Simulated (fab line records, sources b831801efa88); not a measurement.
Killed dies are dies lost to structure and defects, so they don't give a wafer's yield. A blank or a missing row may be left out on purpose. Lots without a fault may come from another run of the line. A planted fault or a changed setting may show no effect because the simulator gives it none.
fab line records | flow sky130
record lots=6 wafers=18 last_day=50
route steps=708 shown CONTACT@412 PAD_OPEN@708
lots that met no fault: from a run of the same line without faults
start_h: hours from the record's first day to the start of the lot's first wafer shown | wait_h: hours since the lot's step before | " the same as in the row above | L1.1+2: a row that stands for several wafers | - no value, or no start given | * or withheld: withheld | < > ~ a bound
route shown NAME@n: a module of which the file shows steps, and the number in the route of the first | usual: mean/standard deviation of fault-free wafers | same: alike in all rows | chamber/n: place in a boat | sites: the reading at each site | _std_site: their standard deviation | _edge_site: outer sites' mean less inner sites' | radius_mm: how far each site lies from the wafer's centre | mask NAME#n: copy n | behind: the tool/chamber that last shaped the wafer | hold: why the lot was held/for how many hours/how that ended | device: the transistor (n, p or np) that didn't switch | end of line: the same wafers' tests at the end of the route | a step without rows: its recipe alone | killed: dies lost to structure and defects at the first sort, not the wafer's yield | map: a wafer's dies, x killed, . not, _ none there
set.NAME: the setting as run; set.NAME@STEP: as run at that earlier step | model.NAME: the simulator's own value behind a step, which no gauge read
lots at some steps of the route; a table a step, a row a wafer
services: from which hour (start_h, from the record's first day; less than 0 if before it) a tool's chamber was out of use, for how many hours, and why
## steps
# step SKY_CONTACT_DEHYDRATE_06
# recipe temp_c=200 time_s=60
# step SKY_CONTACT_HMDS_07
# recipe prime_time_s=60 prime_temp_c=120
# step SKY_CONTACT_COAT_08
# recipe resist=BARC temp_c=withheld time_s=withheld spin_rpm=3000 resist_thk_nm=60
# step SKY_CONTACT_COAT_09
# recipe resist=KrF-thick spin_rpm=3000 resist_thk_nm=450
# step SKY_CONTACT_SOFTBAKE_10
# recipe temp_c=100 time_s=90 resist=KrF-thick
# step SKY_CONTACT_EXPOSE_11
# recipe mask_id=CTM1 na=0.8 source_shape=annular sigma_inner=0.55 sigma_outer=0.85 target_cd_nm=170 dose_mj=38
# step SKY_CONTACT_PEB_12
# recipe peb_temp_c=withheld peb_time_s=withheld resist=KrF-thick
# step SKY_CONTACT_DEVELOP_13
# recipe develop_time_s=60 resist=KrF-thick dev_temp_c=21
# step SKY_CONTACT_CD_MEAS_14
# recipe target_cd_nm=170
# usual cd_nm=169.6/1.2
# columns lot.wafer tool chamber start_h wait_h cd_nm
L367.1 cd_sem-01 - 771.02 - 170.5
L367.2 " - " " 170.3
L367.5 " - " " 170.9
L369.1 cd_sem-02 - 807.35 - 171.3
L369.3 " - " " 169.2
L369.6 " - " " 169.0
L375.2 cd_sem-02 - 846.04 - 170.9
L375.4 " - " " 169.9
L375.6 " - " " 171.3
L377.1 cd_sem-01 - 854.02 - 169.5
L377.3 " - " " 169.0
L377.6 " - " " 168.3
L383.2 cd_sem-02 - 889.69 - 169.7
L383.3 " - " " 169.0
L383.5 " - " " 167.7
L385.4 cd_sem-01 - 901.60 - 168.9
L385.5 " - " " 168.4
L385.6 " - " " 168.2
# step SKY_CONTACT_OVL_MEAS_15
# usual CONTACT_OVL=-1/5.3
# columns lot.wafer tool chamber start_h wait_h CONTACT_OVL[nm]
L367.1 overlay-02 - 771.14 0.1 2
L367.2 " - " " 1
L367.5 " - " " 0
L369.1 overlay-02 - 807.47 0.1 -2
L369.3 " - " " 8
L369.6 " - " " 4
L375.2 overlay-01 - 846.14 0.1 5
L375.4 " - " " -1
L375.6 " - " " 0
L377.1 overlay-01 - 854.14 0.1 -6
L377.3 " - " " -9
L377.6 " - " " -7
L383.2 overlay-01 - 889.79 0.1 -1
L383.3 " - " " 1
L383.5 " - " " -9
L385.4 overlay-01 - 901.68 0.1 -9
L385.5 " - " " -6
L385.6 " - " " -3
# step SKY_CONTACT_ETCH_16
# recipe chemistry=N2/H2 target=BARC ion_energy_ev=200 source_w=500 bias_w=100 pressure_mtorr=30 n2_flow_sccm=100 h2_flow_sccm=200 stop_on=SiO2 time_s=45.9 target_depth_a=600
# usual bias_w=100.03/0.27 drypump_motor_current_A=5.6/0.38 oes_product_au=0.856/0.0048 throttle_valve_pct=13.226/0.0097
# columns lot.wafer tool chamber start_h wait_h bias_w drypump_motor_current_A oes_product_au rf_hours_counter_h throttle_valve_pct
L367.1 rie_diel-01 2 771.17 0.0 100.35 5.9 0.854 13 13.221
L367.2 " 1 " " 99.82 4.8 0.857 7 13.220
L367.5 " 0 " " 99.71 5.7 0.863 - 13.205
L369.1 rie_diel-03 0 807.50 0.0 100.27 5.0 0.849 34 13.226
L369.3 " 3 " " 100.50 5.4 0.849 13 13.239
L369.6 " 3 " " 100.13 5.4 0.841 - 13.218
L375.2 rie_diel-01 3 846.17 0.0 100.04 5.6 0.857 15 13.231
L375.4 " 1 " " 99.56 4.9 0.855 9 13.227
L375.6 " 2 " " 100.49 5.9 0.849 - 13.203
L377.1 rie_diel-01 1 854.17 0.0 100.00 4.9 0.853 9 13.231
L377.3 " 2 " " 100.50 5.9 0.855 16 13.230
L377.6 " 3 " " 100.08 5.6 0.856 - 13.227
L383.2 rie_diel-02 1 889.82 0.0 100.44 5.7 0.855 18 13.240
L383.3 " 2 " " 99.57 5.7 0.859 6 13.217
L383.5 " 2 " " 99.71 5.7 0.848 - 13.237
L385.4 rie_diel-02 2 901.70 0.0 100.03 5.7 0.864 7 13.214
L385.5 " 2 " " 100.19 5.7 0.862 - 13.227
L385.6 " 1 " " 100.24 5.7 0.854 - 13.215
# step SKY_CONTACT_ETCH_17
# recipe target=SiO2 chemistry=C4F8/O2/Ar stop_on=Si3N4 mask_material=KrF-thick source_w=1500 bias_w=1200 pressure_mtorr=40 c4f8_flow_sccm=withheld O2_flow_sccm=6 Ar_flow_sccm=300 time_s=withheld target_depth_a=3400
# usual bias_w=1200/3.5 oes_product_au=0.891/0.0049
# columns lot.wafer tool chamber start_h wait_h bias_w oes_product_au
L367.1 rie_diel-01 2 771.21 0.0 1203 0.892
L367.2 " 1 " " 1197 0.895
L367.5 " 0 " " 1198 0.895
L369.1 rie_diel-03 0 807.55 0.0 1203 0.890
L369.3 " 3 " " 1202 0.883
L369.6 " 3 " " 1202 0.889
L375.2 rie_diel-01 3 846.22 0.0 1197 0.890
L375.4 " 1 " " 1200 0.887
L375.6 " 2 " " 1198 0.892
L377.1 rie_diel-01 1 854.22 0.0 1200 0.892
L377.3 " 2 " " 1205 0.896
L377.6 " 3 " " 1191 0.895
L383.2 rie_diel-02 1 889.87 0.0 1198 0.887
L383.3 " 2 " " 1200 0.883
L383.5 " 2 " " 1196 0.894
L385.4 rie_diel-02 2 901.74 0.0 1200 0.888
L385.5 " 2 " " 1200 0.888
L385.6 " 1 " " 1202 0.901
# step SKY_CONTACT_ETCH_18
# recipe target=Si3N4 chemistry=CHF3/O2 stop_on=TiN source_w=600 bias_w=200 pressure_mtorr=40 chf3_flow_sccm=50 O2_flow_sccm=5 time_s=39 target_depth_a=750
# usual bias_w=200.0/0.55 drypump_motor_current_A=5.6/0.38 oes_product_au=0.854/0.008 throttle_valve_pct=8.792/0.01
# columns lot.wafer tool chamber start_h wait_h bias_w drypump_motor_current_A oes_product_au rf_hours_counter_h throttle_valve_pct
L367.1 rie_diel-01 2 771 - 200.7 5.8 0.843 13 8.793
L367.2 " 1 " " 199.8 4.8 0.859 7 8.813
L367.5 " 0 " " 199.6 5.6 0.853 - 8.793
L369.1 rie_diel-03 0 807 - 199.8 5.0 0.850 34 8.781
L369.3 " 3 " " 199.9 5.4 0.842 13 8.789
L369.6 " 3 " " 200.1 5.4 0.846 - 8.777
L375.2 rie_diel-01 3 846 - 222.5 5.6 0.850 16 8.803
L375.4 " 1 " " 222.4 4.8 0.858 9 8.800
L375.6 " 2 " " 222.5 5.9 0.862 - 8.793
L377.1 rie_diel-01 1 854 - 223.6 4.8 0.854 9 8.785
L377.3 " 2 " " 223.6 5.9 0.849 16 8.797
L377.6 " 3 " " 223.9 5.6 0.855 - 8.806
L383.2 rie_diel-02 1 889 - 199.6 5.7 0.861 18 8.780
L383.3 " 2 " " 200.4 5.7 0.842 6 8.787
L383.5 " 2 " " 200.5 5.7 0.852 - 8.801
L385.4 rie_diel-02 2 901 - 199.7 5.7 0.854 7 8.780
L385.5 " 2 " " 200.2 5.7 0.848 - 8.779
L385.6 " 1 " " 200.5 5.7 0.853 - 8.802
# step SKY_CONTACT_STRIP_19
# recipe chemistry=O2/N2 power_w=1364 pressure_mtorr=1500 platen_temp_c=withheld o2_flow_sccm=3000 n2_flow_sccm=300 overash_fraction=0.5
# usual drypump_motor_current_A=5.5/0.42 oes_product_au=0.381/0.0049 strip_time_to_endpoint_s=3.705/0.024
# columns lot.wafer tool chamber start_h wait_h drypump_motor_current_A oes_product_au rf_hours_counter_h strip_time_to_endpoint_s
L367.1 plasma_asher-03 0 771.30 - 6.0 0.381 33 3.683
L367.2 " 1 " " 5.6 0.380 33 3.745
L367.5 " 1 " " 5.6 0.377 - 3.702
L369.1 plasma_asher-03 0 807.64 - 6.0 0.389 36 3.687
L369.3 " 1 " " 5.5 0.380 - 3.726
L369.6 " 0 " " 6.0 0.371 - 3.687
L375.2 plasma_asher-02 0 846.31 - 5.9 0.380 10 3.670
L375.4 " 1 " " 4.7 0.391 - 3.679
L375.6 " 1 " " 4.7 0.369 - 3.647
L377.1 plasma_asher-04 1 854.31 - 5.0 0.385 101 3.715
L377.3 " 0 " " 5.6 0.382 - 3.696
L377.6 " 1 " " 5.0 0.383 - 3.712
L383.2 plasma_asher-02 1 889.96 - 4.7 0.384 14 3.681
L383.3 " 1 " " 4.7 0.380 - 3.698
L383.5 " 1 " " 4.7 0.374 - 3.663
L385.4 plasma_asher-04 1 901.86 - 5.0 0.378 - 3.744
L385.5 " 1 " " 5.0 0.373 - 3.722
L385.6 " 0 " " 5.7 0.389 - 3.698
# step SKY_PAD_OPEN_PROBE_99
# usual killed_at_M0_to_M3=44/7.1 killed_at_M4_up=3.1/1.9 killed_at_contacts=25/5.8 killed_at_front_end=16/4.5 killed_at_other=0.3/0.52 killed_dies=88/9.1 killed_open=48/6.8 killed_short=39/5.8
# same gross_dies=492 killed_at_back_side=0
# columns lot.wafer tool chamber start_h wait_h killed_at_M0_to_M3 killed_at_M4_up killed_at_contacts killed_at_front_end killed_at_other killed_dies killed_open killed_short
L367.1 prober-02 - 1104.86 0.1 30 2 37 12 1 82 42 40
L367.2 prober-02 - 1104.91 0.1 40 3 24 21 0 88 54 34
L367.5 prober-02 - 1105.06 0.2 33 4 22 20 0 79 42 36
L369.1 prober-02 - 1135.52 0.1 39 4 29 9 1 82 48 34
L369.3 prober-02 - 1135.62 0.2 37 1 30 9 0 77 34 43
L369.6 prober-02 - 1135.77 0.2 43 3 22 14 0 82 48 34
L375.2 prober-01 - 1161.17 0.1 49 7 26 9 1 92 47 45
L375.4 prober-01 - 1161.27 0.2 55 1 20 15 0 91 44 47
L375.6 prober-01 - 1161.37 0.2 49 2 23 18 2 94 55 39
L377.1 prober-02 - 1165.35 0.1 33 3 23 25 0 84 47 37
L377.3 prober-02 - 1165.45 0.2 38 2 23 21 1 85 41 44
L377.6 prober-02 - 1165.60 0.2 39 0 21 21 0 81 49 32
# killed by level:class
L367.1 LI_CONTACT:geometric_particle:open=9 LOCAL_INTERCONNECT:geometric_particle:short=9 CONTACT:geometric_particle:short=8 VIA3:geometric_particle:open=6 CONTACT:geometric_particle:open=6 VIA1:geometric_particle:open=6 FIELD_ISO:geometric_particle:open=3 POLY_GATE:geometric_particle:short=3
L367.2 CONTACT:geometric_particle:open=11 FIELD_ISO:geometric_particle:open=7 VIA2:geometric_particle:open=7 VIA1:geometric_particle:open=7 LI_CONTACT:geometric_particle:open=6 VIA1:geometric_particle:short=6 POLY_GATE:geometric_particle:open=5 CONTACT:geometric_particle:short=5
L367.5 VIA1:geometric_particle:open=9 LI_CONTACT:geometric_particle:open=7 POLY_GATE:geometric_particle:open=5 POLY_GATE:geometric_particle:short=5 CONTACT:geometric_particle:short=5 VIA2:geometric_particle:open=5 VIA3:geometric_particle:open=5 LOCAL_INTERCONNECT:geometric_particle:short=4
L369.1 CONTACT:geometric_particle:open=15 VIA1:geometric_particle:open=10 VIA3:geometric_particle:open=9 CONTACT:geometric_particle:short=7 VIA1:geometric_particle:short=5 FIELD_ISO:geometric_particle:short=4 VIA2:geometric_particle:open=4 METAL1:geometric_particle:short=3
L369.3 LOCAL_INTERCONNECT:geometric_particle:short=9 VIA1:geometric_particle:open=8 VIA3:geometric_particle:open=7 CONTACT:geometric_particle:open=7 METAL1:geometric_particle:short=6 LI_CONTACT:geometric_particle:short=5 CONTACT:geometric_particle:short=5 POLY_GATE:geometric_particle:short=3
L369.6 VIA3:geometric_particle:open=9 VIA1:geometric_particle:open=8 CONTACT:geometric_particle:open=7 METAL1:geometric_particle:short=6 CONTACT:geometric_particle:short=6 FIELD_ISO:geometric_particle:open=5 VIA1:geometric_particle:short=5 LOCAL_INTERCONNECT:geometric_particle:short=4
L375.2 CONTACT:geometric_particle:open=11 VIA1:geometric_particle:open=8 VIA3:geometric_particle:open=8 VIA2:geometric_particle:open=6 METAL2:geometric_particle:short=5 VIA1:geometric_particle:short=5 VIA3:geometric_particle:short=5 LI_CONTACT:geometric_particle:short=5
L375.4 VIA1:geometric_particle:open=12 VIA2:geometric_particle:open=10 CONTACT:geometric_particle:open=8 FIELD_ISO:geometric_particle:short=6 CONTACT:geometric_particle:short=6 VIA1:geometric_particle:short=6 METAL2:geometric_particle:short=6 VIA2:geometric_particle:short=6
L375.6 VIA3:geometric_particle:open=12 LI_CONTACT:geometric_particle:open=10 VIA1:geometric_particle:open=8 VIA2:geometric_particle:open=7 METAL1:geometric_particle:short=6 CONTACT:geometric_particle:open=5 FIELD_ISO:geometric_particle:open=4 POLY_GATE:geometric_particle:short=4
L377.1 VIA1:geometric_particle:open=8 LI_CONTACT:geometric_particle:open=7 VIA2:geometric_particle:open=7 FIELD_ISO:geometric_particle:short=6 POLY_GATE:geometric_particle:short=6 CONTACT:geometric_particle:short=6 METAL2:geometric_particle:short=6 CONTACT:geometric_particle:open=5
L377.3 FIELD_ISO:geometric_particle:short=9 VIA1:geometric_particle:short=8 LI_CONTACT:geometric_particle:open=7 CONTACT:geometric_particle:open=7 VIA1:geometric_particle:open=6 VIA2:geometric_particle:open=5 METAL1:geometric_particle:short=5 FIELD_ISO:geometric_particle:open=4
L377.6 CONTACT:geometric_particle:open=10 VIA1:geometric_particle:open=10 METAL2:geometric_particle:short=9 LI_CONTACT:geometric_particle:open=7 VIA2:geometric_particle:open=6 VIA3:geometric_particle:open=6 FIELD_ISO:geometric_particle:open=5 POLY_GATE:geometric_particle:short=5
## services
# columns tool chamber start_h hours kind
rie_diel-03 2 757.71 - clean
rie_diel-03 2 757.71 18.3 scheduled_down
rie_diel-03 2 757.71 18.3 vent_cycle
rie_diel-03 1 785.65 4.7 repair
rie_diel-01 0 816.82 8.3 repair
plasma_asher-02 - 822.15 2.8 pm
rie_diel-03 0 827.45 - clean
rie_diel-03 0 827.45 18.4 scheduled_down
rie_diel-03 0 827.45 18.4 vent_cycle
plasma_asher-03 - 846.38 1.7 repair
rie_diel-02 3 854.74 - clean
rie_diel-02 3 854.74 25.3 scheduled_down
rie_diel-02 3 854.74 25.3 vent_cycle
rie_diel-03 1 863.55 5.5 repair
rie_diel-02 0 865.92 7.0 repair
rie_diel-03 1 869.10 - clean
rie_diel-03 1 869.10 24.0 scheduled_down
rie_diel-03 1 869.10 24.0 vent_cycle
rie_diel-02 0 880.01 - clean
rie_diel-02 0 880.01 16.7 scheduled_down
rie_diel-02 0 880.01 16.7 vent_cycle
rie_diel-01 1 888.62 16.4 repair
rie_diel-03 2 901.69 3.1 repair
## key
first_sign step=SKY_CONTACT_ETCH_18 reading=bias_w direction=up sigmas=42 usual=200.0 struck=223.1
effect none on later readings
met_at SKY_CONTACT_ETCH_18
struck_wafers L375.2,L375.4,L375.6,L377.1,L377.3,L377.6
tester_left_out L375,L377
onset_between 771 846
fault kind=process_parameter_drift tool=rie_diel-01 chamber=- onset_h=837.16 steps=SKY_CONTACT_ETCH_18 channel=bias_w offset=22.758 shape=step end_h=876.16 acts_in=these_recipes_only stated=200
# tester_left_out: of these lots the tester's yield and bins aren't shown, on N5 and GAA mostly nor the transistor test; their killed dies are dies lost to structure and defects alone, not to doping, threshold or leakage, so they don't give the yield
